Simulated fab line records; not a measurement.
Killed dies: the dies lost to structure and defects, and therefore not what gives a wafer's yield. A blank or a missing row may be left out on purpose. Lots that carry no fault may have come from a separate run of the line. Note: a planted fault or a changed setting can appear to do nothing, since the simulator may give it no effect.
Chamber matching    flow sfqLine    4 sister chambers for SFQ_TRILAYER_I0_CMP_CMP_028 on cmp-01
The step polishes SiO2. 14 wafers are shown with their chamber, then 7 later ones without.

## WAFERS, EACH WITH ITS CHAMBER
wafer   chamber  motorCurrentA (A)  timeToEndpointS (s)
L335.2  2        10.8               210
L335.1  1        7.5                219
L335.6  2        10.5               213
L336.1  3        10.4               210
L336.4  2        10.9               218
L336.6  2        10.6               214
L338.2  3        10.6               209
L338.5  3        10.7               221
L338.6  2        10.1               213
L339.4  3        10.1               213
L339.1  1        7.6                218
L339.6  0        12.3               219
L343.1  1        8.0                219
L343.2  3        10.4               215

SIGNATURES (averages over the wafers above)
reading          chamber 0  chamber 1  chamber 2  chamber 3  scatter within a chamber
motorCurrentA    12.300     7.700      10.580     10.440     0.272
timeToEndpointS  219.00     218.67     213.60     213.60     3.54
Rule: distance of a wafer from a chamber = root of the sum over the readings of ((wafer's reading minus chamber's mean) / reading's scatter) squared. The wafer belongs to the nearest chamber; if the next one is less than 2 further off, it can't be placed. The scatter: take each reading less its chamber's mean, square it, sum over the shown wafers, divide by the number of wafers less the number of chambers, and take the root.

## WAFERS WITHOUT THEIR CHAMBER
wafer   motorCurrentA (A)  timeToEndpointS (s)
L343.3  12.3               206
L351.1  7.7                234
L351.4  12.7               223
L351.6  10.5               219
L353.1  7.5                234
L353.3  11.6               207
L353.6  9.9                214

## WHICH CHAMBER EACH ONE RAN IN
wafer   from the rows above           in truth
L343.3  0                             0
L351.1  1                             1
L351.4  0                             0
L351.6  can't be placed: 3 or 2       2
L353.1  1                             1
L353.3  can't be placed: 2 or 0 or 3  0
L353.6  can't be placed: 3 or 2       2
Placed correctly: 4 of 7. These rows do not allow placing 3 (true chamber among the candidates in 3). Wrongly placed: 0.
